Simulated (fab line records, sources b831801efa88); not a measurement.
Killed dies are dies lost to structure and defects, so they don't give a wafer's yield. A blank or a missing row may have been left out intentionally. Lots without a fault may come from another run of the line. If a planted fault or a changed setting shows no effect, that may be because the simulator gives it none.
A lot that was struck, set against a sound lot	flow sky130	15 out of 708 route steps
Sound: these wafers, L277.1, L277.2, L277.6. Struck: wafers L287.3, L287.6. (L287.2 of the same lot was not struck and is left out.) The cause comes at the end.
Each step with rows lists, per side, the tool, then ch with its chambers, then its first start. Under that, the readings that differ: sound wafers	struck wafers	difference of the means	sigmas: that difference in standard deviations of wafers without a fault.
alike: readings whose means differ by less than 2 such deviations, and words and numbers that are the same on both sides. not compared: withheld readings, readings that some wafer has no value for, bounds like >300 that may hide the same value, and numbers for which the record gives no deviation and whose values overlap.
Wherever a step has rows on one side only, a row that says differs or no value, or a row with sigmas, the two part there. Numbers that have no deviation but don't overlap get no sigmas and don't part them. A reading missing from all wafers of one side parts the sides only when that side holds two or more wafers.

first, 6 steps without rows for these wafers: SKY_VIA4_HMDS_05 (prime time 60 s); SKY_VIA4_COAT_06 (resist thk 1140 nm); SKY_VIA4_SOFTBAKE_07 (time 60 s); SKY_VIA4_EXPOSE_08 (exposes mask VIM4, target cd 800 nm); SKY_VIA4_PEB_09; SKY_VIA4_DEVELOP_10 (develop time 60 s).
SKY_VIA4_OVL_MEAS_11:
  sound on overlay-02, day 45 11:26; struck on overlay-02, day 47 20:10
  alike: VIA4_OVL
SKY_VIA4_ETCH_12: etches SiO2 in C4F8/O2/Ar, stops on TiN, target depth 580 nm.
  sound on rie diel-04 ch 0,1,3, day 45 11:28; struck on rie diel-04 ch 2, day 47 20:11
  alike: bias w, oes product au
SKY_VIA4_STRIP_13: strips in O2/N2.
  sound on plasma asher-03 ch 0,1, day 45 11:32; struck on plasma asher-01 ch 0,1, day 47 20:16
  alike: drypump motor current A, n2 flow sccm, oes product au, strip time to endpoint s
  not compared: rf hours counter h
then, 3 steps without rows for these wafers: SKY_VIA4_STRIP_14 (strips in post etch residue remover, time 1200 s); SKY_VIA4_CLEAN_15 (cleans in IPA, time 180 s); SKY_VIA4_CLEAN_16 (cleans in O3/DIW).
SKY_VIA4_SPUTTER_17: material TiN, target thk 20 nm, time 80 s.
  sound on pvd sputter-01, day 45 12:08; struck on pvd sputter-01, day 47 20:52
reading	sound	struck	difference	sigmas
chamber pressure pa (Pa)	5.011 4.989 4.996	5.160 5.151	+0.157	+16
model.TiN_of_VIA4_SPUTTER_17.thk nm (nm)	20.02 19.72 20.12	19.57 19.61	-0.36	
  alike: throttle valve pct
SKY_VIA4_CVD_18: deposits W, target thk 505 nm, time 152.14 s.
  sound on cvd w-01 ch 0,1, day 45 12:11; struck on cvd w-02 ch 0,1, day 47 20:55
  alike: heater power w
following that, these wafers have no rows for 1 step: SKY_PAD_OPEN_PROBE_99.

== WHERE THEY PART ==
SKY_VIA4_SPUTTER_17 only, going by this record. Later steps at which nothing parts them and some readings are alike: SKY_VIA4_CVD_18.

WHY: what had been put in by the simulator
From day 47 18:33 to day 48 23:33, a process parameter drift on pvd sputter-01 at SKY_VIA4_SPUTTER_17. The setting chamber pressure pa was moved by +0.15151, starting from 5. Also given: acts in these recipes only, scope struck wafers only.
